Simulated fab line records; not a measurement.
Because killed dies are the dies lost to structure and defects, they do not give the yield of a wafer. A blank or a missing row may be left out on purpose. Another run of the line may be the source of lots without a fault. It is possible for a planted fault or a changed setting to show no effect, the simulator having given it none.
Chamber matching    flow gf180mcu    GF_V5_CMP_26 on cmp-02: 4 sister chambers
The step polishes, stops on SiO2, t overpolish 15 s, target thk 0 nm. 4 wafers are shown with their chamber, then 12 later ones without.

== EACH WAFER AND ITS CHAMBER ==
wafer   chamber  motor_current_A (A)
L087.1  3        9.5
L088.3  2        11.6
L088.5  1        11.1
L088.6  0        10.6

== WAFERS WHOSE CHAMBER IS MISSING ==
wafer   motor_current_A (A)
L091.1  11.1
L091.2  9.3
L091.3  10.9
L092.2  12.3
L092.3  10.6
L092.6  11.9
L095.1  10.7
L095.3  9.9
L095.5  11.8
L096.2  10.2
L096.3  10.4
L096.6  11.8

== CHAMBER TAKEN BY EACH ==
wafer   from the rows above           in truth
L091.1  can't be placed: 1 or 0 or 2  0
L091.2  3                             3
L091.3  can't be placed: 1 or 0 or 2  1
L092.2  can't be placed: 2 or 1       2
L092.3  can't be placed: 0 or 1       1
L092.6  can't be placed: 2 or 1       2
L095.1  can't be placed: 0 or 1       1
L095.3  can't be placed: 3 or 0       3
L095.5  can't be placed: 2 or 1       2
L096.2  can't be placed: 0 or 3 or 1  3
L096.3  can't be placed: 0 or 1       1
L096.6  can't be placed: 2 or 1       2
Placed correctly: 1 of 12. Cannot be placed on the basis of these rows: 11; the candidates contain the true chamber in 11. Number placed wrongly: 0.
How it was worked out, from the rows above alone: a wafer's distance from a chamber is the root of the sum, over the readings, of the square of ((its reading less the chamber's mean) divided by the reading's scatter). If the next closest chamber is less than 2 further off than the closest, the wafer can't be placed; otherwise it belongs to the closest. A chamber's mean is the mean of its shown wafers. The scatter (one wafer shown for each chamber): square how far every hidden wafer sits from the nearest shown wafer, average those squares and take the square root.
